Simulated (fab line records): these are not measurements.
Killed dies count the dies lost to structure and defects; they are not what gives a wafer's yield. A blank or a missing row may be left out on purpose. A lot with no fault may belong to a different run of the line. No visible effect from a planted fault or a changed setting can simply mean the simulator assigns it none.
The tool behind it: which one? + flow sky130 + 24 lots, 72 wafers sampled, at 4 steps of a route of 708

## WHAT THE GAUGES READ, wafer by wafer
SKY_LDD_LDN_OVL_MEAS_07. Usual: for LDD_LDN_OVL the level is 0.8 nm and the standard deviation is 1.3.
| lot  | measured     | on         | LDD_LDN_OVL (nm) | flag |
|------|--------------|------------|------------------|------|
| L074 | day 23 00:11 | overlay-01 | 0.0 -1.3 -2.5    |      |
| L075 | day 23 13:40 | overlay-02 | -0.8 -2.2 -1.0   |      |
| L076 | day 23 16:05 | overlay-02 | 1.0 0.6 -0.1     |      |
| L077 | day 24 05:35 | overlay-02 | 0.3 0.4 1.1      |      |
| L078 | day 24 06:14 | overlay-02 | -0.6 1.0 2.0     |      |
| L079 | day 24 15:49 | overlay-02 | 1.5 2.6 1.6      |      |
| L080 | day 25 01:17 | overlay-01 | 1.3 2.0 1.1      |      |
| L081 | day 25 09:11 | overlay-02 | -0.5 -1.3 -1.0   |      |
| L082 | day 25 14:53 | overlay-02 | -0.4 1.0 1.9     |      |
| L083 | day 26 04:50 | overlay-01 | -0.4 -0.2 -2.1   |      |
| L084 | day 26 16:59 | overlay-02 | 0.4 1.8 0.9      |      |
| L085 | day 26 18:50 | overlay-01 | 1.8 3.0 0.6      |      |
| L086 | day 27 11:22 | overlay-02 | 0.3 1.2 1.1      |      |
| L087 | day 27 19:44 | overlay-01 | 1.8 3.2 1.5      |      |
| L088 | day 27 23:38 | overlay-02 | 0.8 2.2 3.5      |      |
| L091 | day 28 14:20 | overlay-01 | 1.1 1.4 2.1      |      |
| L090 | day 28 15:40 | overlay-01 | -0.1 1.3 1.2     |      |
| L089 | day 28 15:44 | overlay-02 | 1.0 -0.4 0.9     |      |
| L092 | day 29 22:20 | overlay-01 | 1.3 0.9 1.2      |      |
| L093 | day 30 00:29 | overlay-01 | 1.7 2.3 2.0      |      |
| L094 | day 30 00:47 | overlay-01 | 1.1 0.4 2.9      |      |
| L095 | day 30 01:54 | overlay-02 | 0.7 1.4 0.8      |      |
| L096 | day 30 05:53 | overlay-02 | 1.3 0.9 1.1      |      |
| L097 | day 30 11:35 | overlay-01 | -0.7 -2.1 0.9    |      |

SKY_SD_N_OVL_MEAS_08. Usual: for SD_N_OVL the level is -1.9 nm and the standard deviation is 1.3.
| lot  | measured     | on         | SD_N_OVL (nm)  | flag |
|------|--------------|------------|----------------|------|
| L074 | day 28 00:11 | overlay-01 | -1.9 -1.9 -2.6 |      |
| L075 | day 28 10:35 | overlay-02 | -1.2 0.2 -1.5  |      |
| L076 | day 28 14:35 | overlay-02 | 0.5 -1.0 -0.8  |      |
| L077 | day 29 01:30 | overlay-01 | -2.0 -3.0 -1.8 |      |
| L078 | day 29 03:15 | overlay-01 | -2.0 -1.1 -0.6 |      |
| L079 | day 29 12:12 | overlay-02 | -2.6 -0.8 -2.2 |      |
| L080 | day 29 20:51 | overlay-01 | -2.8 -1.5 -2.7 |      |
| L081 | day 30 03:12 | overlay-02 | -1.9 -2.1 -1.2 |      |
| L082 | day 30 08:03 | overlay-01 | -2.0 0.4 -3.4  |      |
| L083 | day 30 21:23 | overlay-02 | -1.9 -2.4 -1.9 |      |
| L084 | day 31 07:38 | overlay-02 | 1.4 1.1 -1.8   |      |
| L085 | day 31 13:38 | overlay-02 | -1.8 -2.1 -3.0 |      |
| L086 | day 32 04:26 | overlay-02 | -1.5 -1.6 -0.5 |      |
| L087 | day 32 12:24 | overlay-01 | -2.1 -1.5 -0.2 |      |
| L088 | day 32 16:28 | overlay-02 | -1.6 -1.7 -1.9 |      |
| L091 | day 33 07:36 | overlay-01 | -0.7 -1.7 -1.0 |      |
| L090 | day 33 08:45 | overlay-01 | -3.6 -3.2 -2.5 |      |
| L089 | day 33 09:49 | overlay-01 | -1.6 -1.5 -2.9 |      |
| L092 | day 34 15:03 | overlay-01 | -4.3 -4.0 -3.4 |      |
| L093 | day 34 15:39 | overlay-02 | -3.6 -3.4 -3.6 |      |
| L094 | day 34 15:46 | overlay-01 | -2.6 -2.4 -1.3 |      |
| L095 | day 34 16:49 | overlay-01 | -4.2 -1.9 -1.9 |      |
| L096 | day 34 17:42 | overlay-01 | -2.5 -3.1 -1.8 |      |
| L097 | day 35 02:22 | overlay-02 | -3.7 -3.3 -2.8 |      |

SKY_VIA1_OVL_MEAS_13. Usual: for VIA1_OVL the level is 5 nm and the standard deviation is 4.6.
| lot  | measured     | on         | VIA1_OVL (nm) | flag |
|------|--------------|------------|---------------|------|
| L074 | day 34 01:58 | overlay-02 | 2 3 2         |      |
| L075 | day 34 10:39 | overlay-01 | 12 7 8        |      |
| L076 | day 34 15:25 | overlay-02 | -2 6 3        |      |
| L077 | day 35 00:17 | overlay-01 | 12 12 14      |      |
| L078 | day 35 02:03 | overlay-02 | 7 8 7         |      |
| L079 | day 35 09:02 | overlay-01 | 3 8 1         |      |
| L080 | day 35 18:56 | overlay-01 | 6 7 9         |      |
| L081 | day 36 00:26 | overlay-01 | 4 1 11        |      |
| L082 | day 36 08:02 | overlay-01 | 9 5 13        |      |
| L083 | day 36 17:29 | overlay-01 | 5 11 -3       |      |
| L084 | day 37 03:08 | overlay-01 | 9 4 4         |      |
| L085 | day 37 10:35 | overlay-02 | 3 -4 -2       |      |
| L086 | day 37 22:39 | overlay-02 | 3 4 7         |      |
| L087 | day 38 05:57 | overlay-02 | -2 5 -3       |      |
| L088 | day 38 09:59 | overlay-02 | 5 6 6         |      |
| L091 | day 39 04:21 | overlay-02 | 6 9 10        |      |
| L090 | day 39 04:35 | overlay-01 | -1 7 6        |      |
| L089 | day 39 05:50 | overlay-02 | 2 0 8         |      |
| L092 | day 40 08:29 | overlay-02 | 11 0 4        |      |
| L093 | day 40 09:57 | overlay-01 | 11 4 6        |      |
| L094 | day 40 10:54 | overlay-02 | -1 5 5        |      |
| L095 | day 40 11:25 | overlay-01 | 3 6 11        |      |
| L096 | day 40 12:51 | overlay-01 | 0 2 6         |      |
| L097 | day 40 18:06 | overlay-01 | 4 -2 2        |      |

SKY_VIA1_THK_MEAS_23: measures by xrf. Usual: for VIA1_W_THK the level is 269 nm and the standard deviation is 6.2.
| lot  | measured     | on            | VIA1_W_THK (nm) | flag |
|------|--------------|---------------|-----------------|------|
| L074 | day 34 03:04 | film_metro-03 | 273 271 273     |      |
| L075 | day 34 12:09 | film_metro-01 | 270 267 270     |      |
| L076 | day 34 16:25 | film_metro-03 | 268 267 272     |      |
| L077 | day 35 01:17 | film_metro-03 | 269 267 267     |      |
| L078 | day 35 03:02 | film_metro-01 | 277 274 276     |      |
| L079 | day 35 10:04 | film_metro-01 | 279 270 278     |      |
| L080 | day 35 19:58 | film_metro-03 | 263 271 262     |      |
| L081 | day 36 01:28 | film_metro-01 | 261 268 257     |      |
| L082 | day 36 09:04 | film_metro-02 | 263 256 259     |      |
| L083 | day 36 18:34 | film_metro-01 | 260 271 259     |      |
| L084 | day 37 04:14 | film_metro-03 | 274 276 272     |      |
| L085 | day 37 11:35 | film_metro-02 | 266 266 267     |      |
| L086 | day 37 23:43 | film_metro-03 | 262 264 263     |      |
| L087 | day 38 07:02 | film_metro-03 | 275 275 275     |      |
| L088 | day 38 10:59 | film_metro-02 | 268 264 260     |      |
| L091 | day 39 05:20 | film_metro-03 | 273 276 273     |      |
| L090 | day 39 05:36 | film_metro-01 | 276 274 277     |      |
| L089 | day 39 06:50 | film_metro-03 | 272 270 271     |      |
| L092 | day 40 09:34 | film_metro-01 | 264 265 265     |      |
| L093 | day 40 11:00 | film_metro-01 | 272 274 273     |      |
| L094 | day 40 11:57 | film_metro-02 | 264 259 257     |      |
| L095 | day 40 12:29 | film_metro-03 | 273 280 275     |      |
| L096 | day 40 14:20 | film_metro-03 | 275 277 278     |      |
| L097 | day 40 19:15 | film_metro-02 | 275 274 270     |      |

## WHAT TOOL EACH LOT RAN ON (gives the tool, then ch and the chambers of the sampled wafers, and finally the start)
The record holds no process step before these readings.

## AS READ BY THE TOOLS THEMSELVES (means over the sampled wafers that have a number; for cases with no such wafer, the mark the record gives instead)
The record holds no such reading with a usual standard deviation.

## THE ANSWER, worked out from the rows above alone
Rule: a lot is off if the mean of its wafers that have a number lies more than 3 standard deviations from the usual mean. A lot without any number at a reading at which 4 lots or more have one is off too. All remaining lots with rows at the step are treated as sound. First the gauges in route order, then the tools' own readings, where a lot's mean is used as printed above. The first step at which some lot is off is used, and at that step the reading that is off furthest; a lot without a number counts as furthest.
None of the lots is off at any reading shown; this tells nothing.

## WHAT THE SIMULATOR PUT IN
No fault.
